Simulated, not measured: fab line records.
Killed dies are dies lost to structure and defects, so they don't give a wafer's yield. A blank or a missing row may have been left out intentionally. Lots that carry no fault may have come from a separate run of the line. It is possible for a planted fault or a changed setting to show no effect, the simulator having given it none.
A single fault, viewed from 2 desks    flow sky130    numbers are kept per desk, each desk with only its own; the story behind them comes last

## TOOL OWNER'S DESK, implanter-02
The tool's own readings at SKY_PWDE_IMPLANT_08, given as means over the sampled wafers that have a number, one for each lot that went through this tool. The brackets show how far a lot's mean lies from the usual mean; more than 4 standard deviations puts the lot out of limits, marked OUT.
Columns: A = beam-energy-keV at SKY_PWDE_IMPLANT_08, usual 149.99; B = dose-ions-cm2 at SKY_PWDE_IMPLANT_08, usual 3.6e+12
lot   first seen here  A                 B
L691  day 5 07:02      149.96            3.6e+12
L697  day 6 16:05      150.00            3.6e+12
L705  day 8 09:28      152.29 (+54) OUT  3.6e+12
L706  day 8 13:21      152.28 (+53) OUT  3.6e+12
This desk finds L705, L706 out of limits, L705 being first, at day 8 09:28 (beam-energy-keV at SKY_PWDE_IMPLANT_08). Within limits: L691, L697.

## FROM THE METROLOGY DESK
What the gauges read, lot by lot, whatever tool the lot ran on: means of the sampled wafers that have a number. The brackets show how far a lot's mean lies from the usual mean; more than 4 standard deviations puts the lot out of limits, marked OUT.
Columns: A = DNWELL_TW at SKY_DNWELL_TW_MEAS_09, usual 1111; B = PWDE_OVL at SKY_PWDE_OVL_MEAS_07, usual 0.7 nm
lot   first seen here  A     B
L691  day 4 13:47      1118  0.7
L697  day 5 21:06      1110  0.3
L704  day 7 09:19      1102  -2.6
L705  day 7 13:28      1101  1.4
L706  day 7 17:13      1113  -0.7
L709  day 8 10:38      1120  -0.3
This desk found nothing out of limits on any of the 6 lots.

## ALL TOGETHER
The tool owner's desk could have raised an alarm at day 8 09:28, on L705, L706.
From the metrology desk's view, nothing was out of limits.
The metrology desk holds a record of L705, L706, inside its limits.
The lots listed all ran SKY_PWDE_IMPLANT_08 on implanter-02.

## WHAT HAD BEEN PUT IN BY THE SIMULATOR
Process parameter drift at SKY_PWDE_IMPLANT_08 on implanter-02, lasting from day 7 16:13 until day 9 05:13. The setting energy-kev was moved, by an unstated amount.
Shown lots that were struck: L705, L706.
Hours from the fault's start to each desk's first reading out of limits: the tool owner's desk, 17.
